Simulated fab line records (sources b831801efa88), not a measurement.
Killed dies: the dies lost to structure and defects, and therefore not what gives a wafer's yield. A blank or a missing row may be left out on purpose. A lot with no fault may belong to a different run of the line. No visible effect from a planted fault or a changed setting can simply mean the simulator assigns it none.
Lot-split experiment ; flow sfqLine ; 23 wafers read across 5 lots, on a route 325 steps long

SPLIT DETAILS
At SFQ_TRILAYER_JJ_TRILAYER_DEP_SPUTTER_110 (material Al, target thk 8 nm, time 10 s), the setting powerW was moved away from the recipe's 500 W on 7 of the 23 wafers read, by -10.3% to +12.0%. This setting was run at the recipe's value on the other wafers.

Reading taken at the split's own step.

THE READING
Al_of_TRILAYER_JJ_TRILAYER_DEP_SPUTTER_110.thkNm (the simulator's own value, which no gauge read), in nm, at SFQ_TRILAYER_JJ_TRILAYER_DEP_SPUTTER_110 (material Al, target thk 8 nm, time 10 s). The file does not state a usual value for it. Average 8.014 nm, standard deviation 0.12 nm, over the 16 wafers here run with the recipe.

wafer;tool, chamber at the split;powerW as run, W;against the recipe;Al_of_TRILAYER_JJ_TRILAYER_DEP_SPUTTER_110.thkNm, nm;against lot-mates on the recipe
L074.2;pvdSputter-04, -;500;recipe;8.087;-
L074.3;pvdSputter-04, -;500;recipe;8.148;-
L074.4;pvdSputter-04, -;500;recipe;8.216;-
L074.5;pvdSputter-04, -;500;recipe;8.061;-
L074.6;pvdSputter-04, -;500;recipe;8.261;-
L079.1;pvdSputter-05, -;500;recipe;7.984;-
L079.3;pvdSputter-05, -;500;recipe;7.955;-
L079.6;pvdSputter-05, -;500;recipe;8.021;-
L081.1;pvdSputter-03, -;500;recipe;7.968;-
L081.2;pvdSputter-03, -;541.4;+8.3%;8.649;+0.750
L081.3;pvdSputter-03, -;500;recipe;7.905;-
L081.4;pvdSputter-03, -;500;recipe;7.824;-
L081.6;pvdSputter-03, -;541.4;+8.3%;8.539;+0.640
L084.1;pvdSputter-03, -;559.9;+12.0%;8.993;+0.989
L084.3;pvdSputter-03, -;559.9;+12.0%;9.027;+1.023
L084.4;pvdSputter-03, -;500;recipe;7.91;-
L084.5;pvdSputter-03, -;500;recipe;8.074;-
L084.6;pvdSputter-03, -;500;recipe;8.028;-
L085.2;pvdSputter-04, -;448.7;-10.3%;6.967;-0.928
L085.3;pvdSputter-04, -;500;recipe;7.952;-
L085.4;pvdSputter-04, -;448.7;-10.3%;7.184;-0.711
L085.5;pvdSputter-04, -;500;recipe;7.838;-
L085.6;pvdSputter-04, -;448.7;-10.3%;7.121;-0.774

THE FIT
A straight line over all 23 wafers: Al_of_TRILAYER_JJ_TRILAYER_DEP_SPUTTER_110.thkNm changes by +0.0839 nm for each +1% of powerW; r = +0.97; the points scatter about the line by 0.12 nm.
The same after taking each lot's own level away (the mean of its wafers on the recipe; 23 wafers): +0.0815 nm for each +1%; r = +0.99; scatter 0.068 nm.
The reading moves by 0.98 nm for the largest change in powerW, on that fit.
The span of the lots' own levels, 7.8950 to 8.1546 nm, comes to 2.2 times the standard deviation stated above.
So the lot-to-lot level changes the slope little: the two slopes agree.
Check: with one of the wafers moved furthest among these (+12.0%) left out of the fit, the line predicts +0.983 nm for it against its lot-mates. Against them it came out at +0.989 nm.

FURTHER SPLITS ON THESE WAFERS
Other splits were also applied to these wafers ahead of the reading. Each is held against what the fit with the lots' levels taken away leaves over:
other split on the same wafers;wafers away from the commonest value;r with Al_of_TRILAYER_JJ_TRILAYER_DEP_SPUTTER_110.thkNm (lot level and that fit taken away)
SFQ_TRILAYER_I3_VIA_LITHO_COAT_085 spinRpm;7;+0.24
SFQ_TRILAYER_I3_VIA_LITHO_PEB_088 pebTempC;10;-0.04
SFQ_TRILAYER_M4_DEP_SPUTTER_091 timeS;8;-0.23
SFQ_TRILAYER_M4_LITHO_PEB_096 pebTempC;11;+0.09
SFQ_TRILAYER_M4_BARC_OPEN_METAL_ETCH_123 timeS;7;+0.03
SFQ_TRILAYER_I4_VIA_LITHO_COAT_108 spinRpm;9;+0.25
SFQ_TRILAYER_I4_VIA_LITHO_PEB_106 pebTempC;9;-0.10

FILE'S OWN FIT
Al_of_TRILAYER_JJ_TRILAYER_DEP_SPUTTER_110.thkNm changes by +0.0821 nm for each +1% of powerW, r = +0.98.
